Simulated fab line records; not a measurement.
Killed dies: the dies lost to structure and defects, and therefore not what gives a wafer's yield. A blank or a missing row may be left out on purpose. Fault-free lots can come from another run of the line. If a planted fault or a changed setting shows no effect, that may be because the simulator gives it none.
Which tool did it? + flow gf180mcu + 72 wafers from 24 lots sampled at 5 of the route's 602 steps

## WHAT EACH GAUGE READ, for each wafer
GF_M1_OVL_MEAS_15. Usual: M1_OVL -2 nm, standard deviation 5.9.
| lot  | measured     | on         | M1_OVL (nm) | flag |
|------|--------------|------------|-------------|------|
| L074 | day 18 01:51 | overlay-02 | -10 -1 -11  |      |
| L075 | day 18 11:01 | overlay-02 | 2 -6 -5     |      |
| L076 | day 18 15:29 | overlay-02 | 0 -1 2      |      |
| L077 | day 19 07:20 | overlay-01 | 2 1 -1      |      |
| L078 | day 19 20:24 | overlay-01 | 8 7 8       |      |
| L079 | day 20 04:23 | overlay-02 | -1 -6 2     |      |
| L080 | day 20 04:44 | overlay-02 | -2 -4 -11   |      |
| L081 | day 20 20:41 | overlay-01 | -14 -12 -9  |      |
| L082 | day 20 21:03 | overlay-02 | 1 0 -5      |      |
| L083 | day 21 12:20 | overlay-02 | -6 -7 4     |      |
| L084 | day 21 19:29 | overlay-02 | -8 -8 -14   |      |
| L085 | day 22 04:44 | overlay-01 | -5 -5 3     |      |
| L086 | day 22 07:42 | overlay-01 | 1 3 5       |      |
| L087 | day 22 15:43 | overlay-02 | -5 -2 3     |      |
| L088 | day 22 23:02 | overlay-01 | 2 3 -2      |      |
| L089 | day 23 10:17 | overlay-02 | 10 4 2      |      |
| L090 | day 23 15:01 | overlay-01 | -4 3 -5     |      |
| L091 | day 24 01:05 | overlay-01 | 1 8 12      |      |
| L092 | day 24 06:27 | overlay-02 | 0 -12 -13   |      |
| L093 | day 24 10:53 | overlay-01 | 1 -5 -14    |      |
| L094 | day 24 18:43 | overlay-01 | -5 -12 0    |      |
| L095 | day 25 00:35 | overlay-02 | 1 -2 8      |      |
| L096 | day 25 07:59 | overlay-02 | -1 1 -8     |      |
| L097 | day 25 18:15 | overlay-02 | -10 -11 -2  |      |

GF_V4_THK_MEAS_01. Usual: V4_CVD_00_THK 600 nm, standard deviation 6.2.
| lot  | measured     | on            | V4_CVD_00_THK (nm) | flag |
|------|--------------|---------------|--------------------|------|
| L074 | day 24 12:59 | film metro-03 | 601 598 597        |      |
| L075 | day 24 21:10 | film metro-03 | 593 601 589        |      |
| L076 | day 24 22:38 | film metro-04 | 605 593 603        |      |
| L077 | day 25 13:15 | film metro-04 | 608 616 602        |      |
| L078 | day 25 23:37 | film metro-01 | 607 600 602        |      |
| L079 | day 26 05:08 | film metro-01 | 599 590 600        |      |
| L080 | day 26 05:32 | film metro-01 | 601 601 615        |      |
| L081 | day 26 21:58 | film metro-03 | 602 603 599        |      |
| L082 | day 26 22:12 | film metro-04 | 599 601 595        |      |
| L083 | day 27 09:36 | film metro-03 | 597 593 605        |      |
| L084 | day 27 15:05 | film metro-03 | 603 600 600        |      |
| L085 | day 28 01:06 | film metro-04 | 600 596 596        |      |
| L086 | day 28 01:34 | film metro-01 | 604 613 608        |      |
| L087 | day 28 09:53 | film metro-03 | 603 591 601        |      |
| L088 | day 28 14:14 | film metro-04 | 590 592 599        |      |
| L089 | day 29 00:01 | film metro-03 | 606 602 596        |      |
| L090 | day 29 06:13 | film metro-04 | 604 596 595        |      |
| L091 | day 29 13:55 | film metro-01 | 598 590 595        |      |
| L092 | day 29 18:03 | film metro-01 | 606 609 613        |      |
| L093 | day 29 20:41 | film metro-03 | 602 601 604        |      |
| L094 | day 30 05:12 | film metro-03 | 592 592 593        |      |
| L095 | day 30 12:52 | film metro-01 | 597 605 606        |      |
| L096 | day 30 17:59 | film metro-04 | 602 600 595        |      |
| L097 | day 31 03:19 | film metro-03 | 595 587 600        |      |

GF_V4_THK_MEAS_25: measures by xrf. Usual: V4_W_THK 363 nm, standard deviation 5.9.
| lot  | measured     | on            | V4_W_THK (nm) | flag |
|------|--------------|---------------|---------------|------|
| L074 | day 25 09:47 | film metro-01 | 367 366 356   |      |
| L075 | day 25 19:41 | film metro-04 | 371 364 371   |      |
| L076 | day 25 20:46 | film metro-03 | 372 362 369   |      |
| L077 | day 26 12:30 | film metro-04 | 365 352 364   |      |
| L078 | day 26 22:53 | film metro-01 | 362 363 361   |      |
| L079 | day 27 04:07 | film metro-03 | 372 358 371   |      |
| L080 | day 27 04:10 | film metro-01 | 349 360 355   |      |
| L081 | day 27 19:54 | film metro-03 | 361 371 362   |      |
| L082 | day 27 20:25 | film metro-03 | 372 372 368   |      |
| L083 | day 28 07:22 | film metro-04 | 361 359 360   |      |
| L084 | day 28 12:23 | film metro-04 | 367 363 353   |      |
| L085 | day 28 23:01 | film metro-04 | 356 361 363   |      |
| L086 | day 28 23:26 | film metro-01 | 366 359 363   |      |
| L087 | day 29 07:40 | film metro-01 | 362 347 364   |      |
| L088 | day 29 11:16 | film metro-04 | 362 365 366   |      |
| L089 | day 29 20:38 | film metro-01 | 369 369 367   |      |
| L090 | day 30 03:35 | film metro-03 | 372 375 369   |      |
| L091 | day 30 11:50 | film metro-03 | 368 366 368   |      |
| L092 | day 30 15:32 | film metro-03 | 366 368 367   |      |
| L093 | day 30 17:41 | film metro-04 | 363 366 368   |      |
| L094 | day 31 01:21 | film metro-01 | 361 357 353   |      |
| L095 | day 31 09:14 | film metro-03 | 368 366 363   |      |
| L096 | day 31 14:22 | film metro-04 | 360 362 364   |      |
| L097 | day 31 23:23 | film metro-04 | 359 367 361   |      |

## TOOL THAT RAN EACH LOT (tool first, then ch and the chambers of the sampled wafers, then the start)
| lot  | GF_V1_ETCH_16                      | GF_V3_CVD_23                  |
|------|------------------------------------|-------------------------------|
| L074 | rie diel-03 ch 0,1, day 19 04:37   | cvd w-02 ch 0,1, day 23 12:41 |
| L075 | rie diel-01 ch 1,2, day 19 14:04   | cvd w-01 ch 0,1, day 23 22:36 |
| L076 | rie diel-03 ch 0,1,3, day 19 17:59 | cvd w-01 ch 0,1, day 24 00:13 |
| L077 | rie diel-03 ch 0,2,3, day 20 09:49 | cvd w-02 ch 0,1, day 24 15:26 |
| L078 | rie diel-01 ch 0,1,2, day 20 22:44 | cvd w-01 ch 0,1, day 25 00:50 |
| L079 | rie diel-01 ch 0,2,3, day 21 06:16 | cvd w-01 ch 0,1, day 25 05:59 |
| L080 | rie diel-03 ch 2,3, day 21 06:43   | cvd w-01 ch 0,1, day 25 06:57 |
| L081 | rie diel-03 ch 0,1, day 21 23:04   | cvd w-01 ch 0,1, day 25 22:58 |
| L082 | rie diel-01 ch 0,2,3, day 21 23:25 | cvd w-02 ch 0,1, day 25 23:03 |
| L083 | rie diel-03 ch 2,3, day 22 13:02   | cvd w-02 ch 0,1, day 26 11:23 |
| L084 | rie diel-02 ch 0,1,3, day 22 19:50 | cvd w-02 ch 0,1, day 26 16:57 |
| L085 | rie diel-03 ch 0,1,3, day 23 05:52 | cvd w-01 ch 0,1, day 27 03:11 |
| L086 | rie diel-03 ch 0,1,2, day 23 08:25 | cvd w-02 ch 0,1, day 27 03:34 |
| L087 | rie diel-02 ch 0,1,2, day 23 16:37 | cvd w-02 ch 0,1, day 27 12:46 |
| L088 | rie diel-02 ch 0,2,3, day 23 23:20 | cvd w-01 ch 0,1, day 27 16:40 |
| L089 | rie diel-01 ch 0,2,3, day 24 10:40 | cvd w-02 ch 0,1, day 28 02:26 |
| L090 | rie diel-03 ch 1,2, day 24 15:08   | cvd w-01 ch 0,1, day 28 08:41 |
| L091 | rie diel-03 ch 1,2,3, day 24 23:04 | cvd w-02 ch 0,1, day 28 16:31 |
| L092 | rie diel-01 ch 1,2,3, day 25 03:32 | cvd w-02 ch 0,1, day 28 21:18 |
| L093 | rie diel-02 ch 0,2,3, day 25 07:19 | cvd w-02 ch 0,1, day 28 23:32 |
| L094 | rie diel-01 ch 1,2,3, day 25 16:31 | cvd w-02 ch 0,1, day 29 07:47 |
| L095 | rie diel-02 ch 1,3, day 25 23:23   | cvd w-02 ch 0,1, day 29 15:43 |
| L096 | rie diel-03 ch 0,1,3, day 26 06:52 | cvd w-02 ch 0,1, day 29 21:38 |
| L097 | rie diel-02 ch 1,2, day 26 16:50   | cvd w-01 ch 0,1, day 30 07:46 |
- GF_V1_ETCH_16: etches BARC in N2/H2.
- GF_V3_CVD_23: deposits W, target thk 350 nm, time 104.9 s.

## WHAT THE TOOLS THEMSELVES READ (means of the sampled wafers that have a number; where no wafer has one, the mark that the record gives instead)
GF_V1_ETCH_16. Usual: drypump motor current A 6.0 A, standard deviation 0.54; oes product au 0.854 a.u., standard deviation 0.0047; throttle valve pct 13.225 %, standard deviation 0.0094.
| lot  | tool        | drypump motor current A (A) | oes product au (a.u.) | throttle valve pct (%) | flag |
|------|-------------|-----------------------------|-----------------------|------------------------|------|
| L074 | rie diel-03 | 6.4                         | 0.854                 | 13.217                 |      |
| L075 | rie diel-01 | 6.3                         | 0.856                 | 13.231                 |      |
| L076 | rie diel-03 | 6.3                         | 0.854                 | 13.228                 |      |
| L077 | rie diel-03 | 5.7                         | 0.852                 | 13.228                 |      |
| L078 | rie diel-01 | 6.0                         | 0.854                 | 13.231                 |      |
| L079 | rie diel-01 | 6.3                         | 0.854                 | 13.225                 |      |
| L080 | rie diel-03 | 5.8                         | 0.858                 | 13.215                 |      |
| L081 | rie diel-03 | 6.3                         | 0.850                 | 13.213                 |      |
| L082 | rie diel-01 | 6.2                         | 0.853                 | 13.221                 |      |
| L083 | rie diel-03 | 5.4                         | 0.854                 | 13.228                 |      |
| L084 | rie diel-02 | 5.8                         | 0.852                 | 13.223                 |      |
| L085 | rie diel-03 | 6.2                         | 0.854                 | 13.225                 |      |
| L086 | rie diel-03 | 5.9                         | 0.857                 | 13.228                 |      |
| L087 | rie diel-02 | 6.0                         | 0.853                 | 13.231                 |      |
| L088 | rie diel-02 | 5.7                         | 0.857                 | 13.225                 |      |
| L089 | rie diel-01 | 6.2                         | 0.851                 | 13.226                 |      |
| L090 | rie diel-03 | 5.5                         | 0.855                 | 13.228                 |      |
| L091 | rie diel-03 | 5.9                         | 0.854                 | 13.228                 |      |
| L092 | rie diel-01 | 6.4                         | 0.853                 | 13.228                 |      |
| L093 | rie diel-02 | 5.6                         | 0.860                 | 13.216                 |      |
| L094 | rie diel-01 | 6.4                         | 0.855                 | 13.222                 |      |
| L095 | rie diel-02 | 6.0                         | 0.851                 | 13.228                 |      |
| L096 | rie diel-03 | 6.3                         | 0.854                 | 13.221                 |      |
| L097 | rie diel-02 | 6.0                         | 0.862                 | 13.222                 |      |

GF_V3_CVD_23. Usual: heater power w at 882 W, with a standard deviation of 22.
| lot  | tool     | heater power w (W) | flag |
|------|----------|--------------------|------|
| L074 | cvd w-02 | 864                |      |
| L075 | cvd w-01 | 855                |      |
| L076 | cvd w-01 | 890                |      |
| L077 | cvd w-02 | 877                |      |
| L078 | cvd w-01 | 864                |      |
| L079 | cvd w-01 | 886                |      |
| L080 | cvd w-01 | 858                |      |
| L081 | cvd w-01 | 880                |      |
| L082 | cvd w-02 | 893                |      |
| L083 | cvd w-02 | 888                |      |
| L084 | cvd w-02 | 879                |      |
| L085 | cvd w-01 | 899                |      |
| L086 | cvd w-02 | 870                |      |
| L087 | cvd w-02 | 891                |      |
| L088 | cvd w-01 | 869                |      |
| L089 | cvd w-02 | 881                |      |
| L090 | cvd w-01 | 879                |      |
| L091 | cvd w-02 | 881                |      |
| L092 | cvd w-02 | 902                |      |
| L093 | cvd w-02 | 895                |      |
| L094 | cvd w-02 | 887                |      |
| L095 | cvd w-02 | 885                |      |
| L096 | cvd w-02 | 886                |      |
| L097 | cvd w-01 | 872                |      |

## THE ANSWER, worked out from the rows above alone
Rule: lot off if the mean of its wafers having a number is beyond 3 standard deviations from the usual mean. Also off: a lot with no number at a reading for which 4 or more lots have one. Where the step has rows for the other lots, those lots are counted as sound. After the gauges, taken in route order, come the tools' own readings; for these a lot's mean is taken, as printed above. At the first step where some lot is off, the reading lying furthest off is the one used; lots without a number count as furthest.
Across all readings shown, no lot is off: no conclusion can be drawn from this.

## WHAT THE SIMULATOR PUT IN
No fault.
